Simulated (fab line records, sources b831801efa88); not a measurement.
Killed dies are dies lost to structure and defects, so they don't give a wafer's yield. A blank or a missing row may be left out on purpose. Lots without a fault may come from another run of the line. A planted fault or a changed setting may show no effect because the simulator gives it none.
Which tool did it? | flow gf180mcu | 12 lots, 36 wafers sampled, at 5 steps of a route of 602

WHAT THE GAUGES READ, wafer by wafer
GF_STI_CD_MEAS_12: target cd 220 nm. Usual: cd_nm 220.0 nm, standard deviation 0.94.
lot  | measured    | on        | cd_nm (nm)        | flag
L906 | day 2 02:34 | cd_sem-01 | 220.7 219.8 219.0 |
L907 | day 2 06:01 | cd_sem-01 | 220.7 220.8 220.9 |
L909 | day 2 17:58 | cd_sem-02 | 220.3 221.0 220.1 |
L910 | day 2 21:27 | cd_sem-01 | 218.6 219.8 218.6 |
L911 | day 3 03:08 | cd_sem-01 | 219.8 219.1 218.8 |
L912 | day 3 08:26 | cd_sem-01 | 219.1 219.1 218.5 |
L913 | day 3 12:54 | cd_sem-01 | 221.0 220.0 220.9 |
L922 | day 5 11:12 | cd_sem-02 | 222.1 221.0 220.7 |
L923 | day 5 17:55 | cd_sem-01 | 220.9 221.1 219.2 |
L925 | day 6 02:41 | cd_sem-02 | 218.1 219.1 218.6 |
L926 | day 6 07:28 | cd_sem-02 | 219.3 218.4 219.5 |
L927 | day 6 13:46 | cd_sem-02 | 219.9 219.4 220.7 |

GF_MVSD_OVL_MEAS_07. Usual: MVSD_OVL -1.4 nm, standard deviation 1.6.
lot  | measured    | on         | MVSD_OVL (nm)     | flag
L906 | day 4 10:49 | overlay-02 | -2.6 -1.4 -3.0    |
L907 | day 4 14:53 | overlay-02 | 0.8 -0.7 0.1      |
L909 | day 5 02:46 | overlay-02 | -1.1 -2.5 -1.4    |
L910 | day 5 07:20 | overlay-02 | 0.9 -0.9 -0.5     |
L911 | day 5 15:43 | overlay-02 | -2.2 -1.8 -2.9    |
L912 | day 5 19:10 | overlay-01 | -1.1 -0.8 -0.5    |
L913 | day 6 00:29 | overlay-02 | -1.1 -1.7 -0.9    |
L922 | day 8 07:59 | overlay-01 | 156.2 157.1 155.7 | OFF
L923 | day 8 15:50 | overlay-02 | 157.5 156.7 156.6 | OFF
L925 | day 9 01:55 | overlay-02 | -1.0 -2.0 -2.2    |
L926 | day 9 05:17 | overlay-01 | -1.8 -1.3 -1.4    |
L927 | day 9 13:01 | overlay-01 | -3.0 -2.4 -2.1    |

WHICH TOOL RAN EACH LOT (tool, then ch and the chambers of the sampled wafers, then the start)
lot  | GF_STI_STRIP_15                     | GF_DNWELL_STRIP_08                  | GF_MVSD_EXPOSE_04
L906 | plasma_asher-04 ch 1, day 2 02:50   | plasma_asher-02 ch 0, day 2 19:43   | iline_stepper-02 ch 0, day 4 04:32
L907 | plasma_asher-03 ch 0,1, day 2 06:17 | plasma_asher-02 ch 0,1, day 3 00:19 | iline_stepper-02 ch 0, day 4 08:56
L909 | plasma_asher-04 ch 0,1, day 2 18:14 | plasma_asher-02 ch 0,1, day 3 10:52 | iline_stepper-02 ch 0, day 4 20:08
L910 | plasma_asher-03 ch 0,1, day 2 21:43 | plasma_asher-01 ch 0,1, day 3 14:28 | iline_stepper-02 ch 0, day 5 00:33
L911 | plasma_asher-04 ch 0,1, day 3 03:25 | plasma_asher-02 ch 0,1, day 3 21:52 | iline_stepper-02 ch 0, day 5 08:53
L912 | plasma_asher-01 ch 0,1, day 3 08:43 | plasma_asher-02 ch 0,1, day 4 02:01 | iline_stepper-02 ch 0, day 5 12:34
L913 | plasma_asher-01 ch 0,1, day 3 13:10 | plasma_asher-04 ch 0,1, day 4 06:25 | iline_stepper-02 ch 0, day 5 17:00
L922 | plasma_asher-03 ch 0,1, day 5 11:28 | plasma_asher-02 ch 0,1, day 6 07:01 | iline_stepper-02 ch 0, day 7 23:42
L923 | plasma_asher-01 ch 0,1, day 5 18:11 | plasma_asher-02 ch 0,1, day 6 14:23 | iline_stepper-02 ch 0, day 8 07:38
L925 | plasma_asher-04 ch 0,1, day 6 02:56 | plasma_asher-02 ch 0,1, day 7 00:17 | iline_stepper-01 ch 0, day 8 17:46
L926 | plasma_asher-03 ch 0,1, day 6 07:44 | plasma_asher-04 ch 0,1, day 7 03:40 | iline_stepper-01 ch 0, day 8 20:53
L927 | plasma_asher-01 ch 0,1, day 6 14:02 | plasma_asher-04 ch 0, day 7 10:29   | iline_stepper-01 ch 0, day 9 04:56
- GF_STI_STRIP_15: strips in O2/N2.
- GF_DNWELL_STRIP_08: strips in O2/N2.
- GF_MVSD_EXPOSE_04: exposes mask MVSD, target cd 1000 nm.

WHAT THE TOOLS THEMSELVES READ (means of the sampled wafers that have a number; where no wafer has one, the mark that the record gives instead)
GF_STI_STRIP_15. Usual: chamber_pressure_mTorr 1500 mTorr, standard deviation 4.1; drypump_motor_current_A 5.5 A, standard deviation 0.63; heater_power_w 301 W, standard deviation 22; n2_flow_sccm 300.0 sccm, standard deviation 0.89; oes_product_au 0.384 a.u., standard deviation 0.005; strip_time_to_endpoint_s 3.73 s, standard deviation 0.062.
lot  | tool            | chamber_pressure_mTorr (mTorr) | drypump_motor_current_A (A) | heater_power_w (W) | n2_flow_sccm (sccm) | oes_product_au (a.u.) | strip_time_to_endpoint_s (s) | flag
L906 | plasma_asher-04 | 1499                           | 5.1                         | 257                | 299.4               | 0.385                 | 3.74                         |
L907 | plasma_asher-03 | 1499                           | 6.0                         | 296                | 300.5               | 0.381                 | 3.71                         |
L909 | plasma_asher-04 | 1500                           | 5.0                         | 279                | 300.7               | 0.385                 | 3.69                         |
L910 | plasma_asher-03 | 1501                           | 6.0                         | 297                | 300.6               | 0.378                 | 3.69                         |
L911 | plasma_asher-04 | 1499                           | 4.9                         | 301                | 299.4               | 0.389                 | 3.76                         |
L912 | plasma_asher-01 | 1500                           | 5.9                         | 317                | 300.1               | 0.386                 | 3.72                         |
L913 | plasma_asher-01 | 1499                           | 5.4                         | 314                | 300.0               | 0.385                 | 3.84                         |
L922 | plasma_asher-03 | 1499                           | 5.9                         | 303                | 299.9               | 0.383                 | 3.70                         |
L923 | plasma_asher-01 | 1499                           | 5.8                         | 315                | 300.3               | 0.384                 | 3.70                         |
L925 | plasma_asher-04 | 1499                           | 5.0                         | 274                | 299.6               | 0.383                 | 3.69                         |
L926 | plasma_asher-03 | 1501                           | 6.0                         | 292                | 300.0               | 0.385                 | 3.73                         |
L927 | plasma_asher-01 | 1499                           | 5.9                         | 316                | 300.3               | 0.384                 | 3.77                         |

GF_DNWELL_STRIP_08. Usual: chamber_pressure_mTorr 1500.1 mTorr, standard deviation 1.3; drypump_motor_current_A 5.4 A, standard deviation 0.77; heater_power_w 288 W, standard deviation 25; n2_flow_sccm 300.2 sccm, standard deviation 0.93; oes_product_au 0.722 a.u., standard deviation 0.0048; strip_time_to_endpoint_s 36.94 s, standard deviation 0.075.
lot  | tool            | chamber_pressure_mTorr (mTorr) | drypump_motor_current_A (A) | heater_power_w (W) | n2_flow_sccm (sccm) | oes_product_au (a.u.) | strip_time_to_endpoint_s (s) | flag
L906 | plasma_asher-02 | 1500.1                         | 4.8                         | 297                | 301.1               | 0.725                 | 36.93                        |
L907 | plasma_asher-02 | 1500.1                         | 5.4                         | 286                | 300.0               | 0.722                 | 36.86                        |
L909 | plasma_asher-02 | 1500.7                         | 5.4                         | 284                | 299.0               | 0.724                 | 36.96                        |
L910 | plasma_asher-01 | 1501.6                         | 5.8                         | 315                | 300.4               | 0.725                 | 36.86                        |
L911 | plasma_asher-02 | 1499.9                         | 6.0                         | 281                | 300.4               | 0.725                 | 36.92                        |
L912 | plasma_asher-02 | 1499.8                         | 6.0                         | 273                | 299.3               | 0.727                 | 36.92                        |
L913 | plasma_asher-04 | 1500.2                         | 5.0                         | 277                | 301.4               | 0.722                 | 36.96                        |
L922 | plasma_asher-02 | 1499.7                         | 6.0                         | 281                | 299.5               | 0.724                 | 36.86                        |
L923 | plasma_asher-02 | 1498.7                         | 6.0                         | 277                | 299.9               | 0.722                 | 37.00                        |
L925 | plasma_asher-02 | 1500.4                         | 6.0                         | 283                | 301.0               | 0.724                 | 36.94                        |
L926 | plasma_asher-04 | 1500.4                         | 4.8                         | 300                | 300.4               | 0.723                 | 36.90                        |
L927 | plasma_asher-04 | 1500.1                         | 4.7                         | 318                | 300.0               | 0.714                 | 36.98                        |

GF_MVSD_EXPOSE_04. Usual: exposure_dose_mJ_cm2 260.00, standard deviation 0.27; stage_vel_mm_s 499.95 mm/s, standard deviation 0.22.
lot  | tool             | exposure_dose_mJ_cm2 | stage_vel_mm_s (mm/s) | flag
L906 | iline_stepper-02 | 259.79               | 499.75                |
L907 | iline_stepper-02 | 259.90               | 500.18                |
L909 | iline_stepper-02 | 259.72               | 499.87                |
L910 | iline_stepper-02 | 259.88               | 499.85                |
L911 | iline_stepper-02 | 260.13               | 499.90                |
L912 | iline_stepper-02 | 260.10               | 500.27                |
L913 | iline_stepper-02 | 259.91               | 499.79                |
L922 | iline_stepper-02 | 260.02               | 499.88                |
L923 | iline_stepper-02 | 259.65               | 499.97                |
L925 | iline_stepper-01 | 259.68               | 500.11                |
L926 | iline_stepper-01 | 260.12               | 499.74                |
L927 | iline_stepper-01 | 260.23               | 500.08                |

THE ANSWER, worked out from the rows above alone
Rule: a lot is off if the mean of its wafers that have a number lies more than 3 standard deviations from the usual mean. A lot without any number at a reading at which 4 lots or more have one is off too. The other lots that the step has rows for count as sound. The gauges are gone through in route order, then the tools' own readings, and for those a lot's mean is taken as printed above. The first step at which some lot is off is used, and at that step the reading that is off furthest; a lot without a number counts as furthest.
Off: L922, L923, at GF_MVSD_OVL_MEAS_07 (MVSD_OVL).
A tool fits if, at a process step before that reading, it ran every lot that is off, and no sound lot after the first of them. The gauges at GF_MVSD_OVL_MEAS_07 are tried like those tools. One fits: iline_stepper-02 at GF_MVSD_EXPOSE_04. Its last sound lot is L913 (day 5 17:00), its first lot that is off L922 (day 7 23:42): a fault that began between those two fits.

WHAT THE SIMULATOR HAD PUT IN
Scanner matching overlay: iline_stepper-02, from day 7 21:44 on, at GF_MVSD_EXPOSE_04. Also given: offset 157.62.
Lots struck among those shown: L922, L923. The rule above found the same.
